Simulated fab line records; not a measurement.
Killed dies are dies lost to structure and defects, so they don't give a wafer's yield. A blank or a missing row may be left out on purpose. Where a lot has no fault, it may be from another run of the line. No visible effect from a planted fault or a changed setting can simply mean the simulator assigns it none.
One fault seen from 2 desks :: flow sky130 :: numbers are kept per desk, each desk with only its own; the story behind them comes last

== TOOL OWNER'S DESK, furnace-02 ==
The tool's own readings at SKY_GATE_OXIDE_OXIDATION_01 (stabilise 600 s, purge 300 s, target thk 10.268 nm): means of the sampled wafers that have a number, for each lot that ran on this tool. A lot is out of limits, marked OUT, if its mean lies more than 4 standard deviations from the usual mean; the brackets give that distance.
Columns: A = ox temp c max at SKY_GATE_OXIDE_OXIDATION_01, usual 902.8; B = spike tc bottom C at SKY_GATE_OXIDE_OXIDATION_01, usual 915.8 C; C = spike tc centre C at SKY_GATE_OXIDE_OXIDATION_01, usual 899.9 C; D = spike tc top C at SKY_GATE_OXIDE_OXIDATION_01, usual 910.7 C; E = zone power centre pct at SKY_GATE_OXIDE_OXIDATION_01, usual 17.9 %; F = zone power upper pct at SKY_GATE_OXIDE_OXIDATION_01, usual 18.7 %
lot: L681
first seen here: day 13 04:53
A: 904.1
B: 913.3
C: 900.0
D: 912.9
E: 20.3
F: 18.2

lot: L682
first seen here: day 13 10:28
A: 903.5
B: 914.7
C: 898.4
D: 912.0
E: 20.2
F: 18.3

lot: L692
first seen here: day 17 01:53
A: 903.4
B: 913.1
C: 899.7
D: 912.1
E: 20.2
F: 18.5

lot: L694
first seen here: day 17 15:13
A: 903.4
B: 913.5
C: 899.2
D: 912.6
E: 20.2
F: 18.4

lot: L703
first seen here: day 20 16:41
A: 903.3
B: 913.9
C: 898.6
D: 910.5
E: 20.0
F: 18.3
This desk found nothing out of limits on any of the 5 lots.

== AT THE METROLOGY DESK ==
Lot by lot, what the gauges showed, no matter which tool ran the lot: averages of those sampled wafers that carry a number. A lot is out of limits, marked OUT, if its mean lies more than 4 standard deviations from the usual mean; the brackets give that distance.
Columns: A = cd nm at SKY_VT_ADJUST_NCORE_CD_MEAS_07, usual 380.4 nm; B = VT_ADJUST_NCORE_TW at SKY_VT_ADJUST_NCORE_TW_MEAS_11, usual 217.1; C = SONOS_ONO_CVD_02_THK at SKY_SONOS_ONO_THK_MEAS_03, usual 10.48 nm
lot: L681
first seen here: day 9 00:07
A: 381.8
B: 218.9
C: 10.35

lot: L682
first seen here: day 9 05:25
A: 379.4
B: 215.9
C: 10.55

lot: L683
first seen here: day 9 14:34
A: 378.2
B: 218.4
C: 10.75

lot: L685
first seen here: day 10 04:15
A: 380.3
B: 214.3
C: 10.53

lot: L687
first seen here: day 10 21:44
A: 377.5
B: 214.2
C: 10.46

lot: L692
first seen here: day 12 04:27
A: 381.6
B: 215.0
C: 10.50

lot: L694
first seen here: day 12 19:55
A: 381.4
B: 219.9
C: 10.27

lot: L697
first seen here: day 13 14:57
A: 374.9
B: 220.9
C: 10.57

lot: L699
first seen here: day 14 06:43
A: 385.1
B: 218.7
C: 10.32

lot: L700
first seen here: day 14 11:58
A: 382.0
B: 216.6
C: 10.44

lot: L701
first seen here: day 14 18:25
A: 379.0
B: 216.1
C: 10.53

lot: L702
first seen here: day 15 01:35
A: 379.1
B: 214.3
C: 10.49

lot: L703
first seen here: day 15 10:41
A: 379.5
B: 213.4
C: 10.64
This desk found nothing out of limits on any of the 13 lots.

== BROUGHT TOGETHER ==
Nothing out of limits was seen by the tool owner's desk.
At the metrology desk, nothing out of limits was observed.

== WHAT THE SIMULATOR PUT IN ==
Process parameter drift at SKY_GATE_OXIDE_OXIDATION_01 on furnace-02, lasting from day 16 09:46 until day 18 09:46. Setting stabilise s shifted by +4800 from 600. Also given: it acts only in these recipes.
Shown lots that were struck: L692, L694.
